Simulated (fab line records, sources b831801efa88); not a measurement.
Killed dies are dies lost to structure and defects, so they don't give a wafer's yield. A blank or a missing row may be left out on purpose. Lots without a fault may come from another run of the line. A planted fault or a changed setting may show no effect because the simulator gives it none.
A struck lot beside a sound one | flow gf180mcu | 15 steps out of a route of 602
Sound: wafers L478.2, L478.3, L478.6. Struck: wafers L480.1, L480.4, L480.5. The cause comes at the end.
At each step with rows: each side's tool, then ch and its chambers, then its first start. Under that, the readings that differ: sound wafers | struck wafers | difference of the means | sigmas: that difference in standard deviations of wafers without a fault.
alike: readings whose means differ by less than 2 such deviations, and words and numbers that are the same on both sides. not compared: withheld readings, readings that some wafer has no value for, bounds like >300 that may hide the same value, and numbers for which the record gives no deviation and whose values overlap.
The two part at a step that has a row with sigmas, a row that says differs or no value, or rows on one side only. Numbers that don't overlap but have no deviation are shown without sigmas and don't part them. A reading that every wafer of one side lacks parts them only if that side has two wafers or more.

first, 4 steps without rows for these wafers: GF_V3_SOFTBAKE_10 (time 60 s); GF_V3_EXPOSE_11 (exposes mask Via3, target cd 260 nm); GF_V3_PEB_12 (peb time 90 s); GF_V3_DEVELOP_13 (develop time 60 s).
GF_V3_CD_MEAS_14: target cd 260 nm.
  sound on cd_sem-01, day 22 22:07; struck on cd_sem-02, day 23 14:20
  alike: cd_nm
GF_V3_OVL_MEAS_15:
  sound on overlay-01, day 22 22:13; struck on overlay-02, day 23 14:28
  alike: V3_OVL
GF_V3_ETCH_16: etches BARC in N2/H2.
  sound on rie_diel-03 ch 0,1, day 22 22:14; struck on rie_diel-01 ch 1,2,3, day 23 14:29
  alike: drypump_motor_current_A, oes_product_au, rf_fwd_power_W, throttle_valve_pct
GF_V3_ETCH_17: etches SiO2 in C4F8/O2/Ar, stops on TiN, target depth 635 nm.
  sound on rie_diel-03 ch 0,1; struck on rie_diel-01 ch 1,2,3
  alike: oes_product_au, rf_fwd_power_W
GF_V3_STRIP_18: strips in O2/N2.
  sound on plasma_asher-03 ch 0, day 22 22:22; struck on plasma_asher-01 ch 0,1, day 23 14:37
  reading                     | sound       | struck      | difference | sigmas
  drypump_motor_current_A (A) | 4.8 4.8 4.8 | 5.8 6.2 6.2 | +1.3       | +2
  alike: heater_power_w, oes_product_au, platen_temp_c
  not compared: rf_hours_counter_h
then, 2 steps without rows for these wafers: GF_V3_STRIP_19 (strips in post etch residue remover, time 1200 s); GF_V3_CLEAN_20 (cleans in DIW).
GF_V3_SPUTTER_21: material Ti, target thk 15 nm, time 80.02 s.
  sound on pvd_sputter-04, day 22 22:55; struck on pvd_sputter-04, day 23 15:10
  alike: chamber_pressure_pa, throttle_valve_pct
GF_V3_SPUTTER_22: material TiN, target thk 10 nm, time 40 s.
  sound on pvd_sputter-04, day 22 22:58; struck on pvd_sputter-04, day 23 15:13
  reading                                | sound             | struck            | difference | sigmas
  chamber_pressure_pa (Pa)               | 4.990 5.005 5.000 | 4.799 4.788 4.797 | -0.204     | -20
  model.TiN_of_V3_SPUTTER_22.thk_nm (nm) | 10.12 10.05 9.995 | 10.26 10.49 10.5  | +0.36      |
  alike: throttle_valve_pct
GF_V3_CVD_23: deposits W, target thk 350 nm, time 104.9 s.
  sound on cvd_w-02 ch 0, day 22 23:01; struck on cvd_w-01 ch 0,1, day 23 15:16
  reading            | sound        | struck      | difference | sigmas
  heater_power_w (W) | 1005 990 992 | 778 769 772 | -223       | -2
then, 1 step without rows for these wafers: GF_PASSIVATION_PROBE_99.

WHERE THEY PART
First at GF_V3_STRIP_18; last, within this record, at GF_V3_CVD_23.

WHY: what the simulator had put in
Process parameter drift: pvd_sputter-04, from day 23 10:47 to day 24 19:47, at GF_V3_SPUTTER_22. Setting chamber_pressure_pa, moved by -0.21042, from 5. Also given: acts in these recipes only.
